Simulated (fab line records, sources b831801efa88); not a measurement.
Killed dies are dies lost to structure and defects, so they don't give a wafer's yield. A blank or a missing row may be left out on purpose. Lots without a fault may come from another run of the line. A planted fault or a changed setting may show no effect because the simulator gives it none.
Split-lot experiment | flow sfq_line | 5 lots, 23 wafers read, on a route of 325 steps

THE SPLIT
At SFQ_TRILAYER_C5_LITHO_PEB_154 (peb time 60 s), the setting peb_temp_c was moved away from the recipe's 115 C on 5 of the 23 wafers read, by +1.0% to +2.4%. The other wafers ran this setting at the recipe's value.

FROM THE SPLIT TO THE READING: what the file shows between them, 1 step
- SFQ_TRILAYER_C5_LITHO_DEVELOP_153: time 60 s

THE READING
C5.cd_nm (the simulator's own value, which no gauge read), in nm, at SFQ_TRILAYER_C5_BARC_OPEN_VIA_ETCH_210 (etches BARC in O2, target depth 125 nm, time 41.7 s). The file gives no usual value for it. The 18 wafers here that ran the recipe average 500.3 nm, standard deviation 1.4 nm.

wafer  | tool, chamber at the split | peb_temp_c as run, C | against the recipe | C5.cd_nm, nm | against lot-mates on the recipe
L075.1 | litho_track-01, 0          | 116.1                | +1.0%              | 518.5        | +17.5
L075.2 | litho_track-01, 0          | 116.1                | +1.0%              | 521.2        | +20.2
L075.3 | litho_track-01, 0          | 116.1                | +1.0%              | 519.7        | +18.8
L075.4 | litho_track-01, 0          | 115                  | recipe             | 500.3        | -
L075.5 | litho_track-01, 0          | 115                  | recipe             | 501.6        | -
L076.2 | litho_track-01, 0          | 115                  | recipe             | 500.7        | -
L076.3 | litho_track-01, 0          | 115                  | recipe             | 501.5        | -
L076.4 | litho_track-01, 0          | 115                  | recipe             | 500.8        | -
L076.5 | litho_track-01, 0          | 115                  | recipe             | 499.9        | -
L076.6 | litho_track-01, 0          | 115                  | recipe             | 502.1        | -
L077.1 | litho_track-01, 0          | 115                  | recipe             | 497.2        | -
L077.2 | litho_track-01, 0          | 115                  | recipe             | 501.6        | -
L077.4 | litho_track-01, 0          | 115                  | recipe             | 499.8        | -
L077.5 | litho_track-01, 0          | 117.8                | +2.4%              | 546.9        | +47.4
L077.6 | litho_track-01, 0          | 117.8                | +2.4%              | 545.2        | +45.7
L081.1 | litho_track-04, 0          | 115                  | recipe             | 499.8        | -
L081.3 | litho_track-04, 0          | 115                  | recipe             | 498.6        | -
L081.4 | litho_track-04, 0          | 115                  | recipe             | 501.6        | -
L081.5 | litho_track-04, 0          | 115                  | recipe             | 500.9        | -
L081.6 | litho_track-04, 0          | 115                  | recipe             | 497.4        | -
L083.1 | litho_track-01, 0          | 115                  | recipe             | 500.6        | -
L083.3 | litho_track-01, 0          | 115                  | recipe             | 500.1        | -
L083.4 | litho_track-01, 0          | 115                  | recipe             | 501.2        | -

THE FIT
A straight line over all 23 wafers: C5.cd_nm changes by +19 nm for each +1% of peb_temp_c; r = +1.00; the points scatter about the line by 1.4 nm.
The same after taking each lot's own level away (the mean of its wafers on the recipe; 23 wafers): +19.2 nm for each +1%; r = +1.00; scatter 1.2 nm.
On that fit, the largest move of peb_temp_c shifts the reading by 47 nm.
The lots' own levels span 499.53 to 501.00 nm, that is 1.1 times the standard deviation above.
So the lot-to-lot level changes the slope little: the two slopes agree.
Check: with one of the wafers moved furthest among these (+2.4%) left out of the fit, the line predicts +46.4 nm for it against its lot-mates. It came out at +47.4 nm against them.

OTHER SPLITS ON THESE WAFERS
These wafers also went through other splits before the reading. Each is held against what the fit with the lots' levels taken away leaves over:
other split on the same wafers               | wafers away from the commonest value | r with C5.cd_nm (lot level and that fit taken away)
SFQ_TRILAYER_M5_LITHO_COAT_128 resist_thk_nm | 9                                    | -0.03
SFQ_TRILAYER_M5_ETCH_METAL_ETCH_126 time_s   | 5                                    | -0.04
SFQ_TRILAYER_R5_DEP_SPUTTER_133 time_s       | 6                                    | -0.27
SFQ_TRILAYER_R5_LITHO_COAT_141 spin_rpm      | 10                                   | -0.03
SFQ_TRILAYER_R5_ETCH_METAL_ETCH_139 time_s   | 8                                    | +0.05
SFQ_TRILAYER_I5_LITHO_PEB_147 peb_temp_c     | 8                                    | -0.05

THE FILE'S OWN FIT
C5.cd_nm changes by +19.2 nm for each +1% of peb_temp_c, r = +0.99.
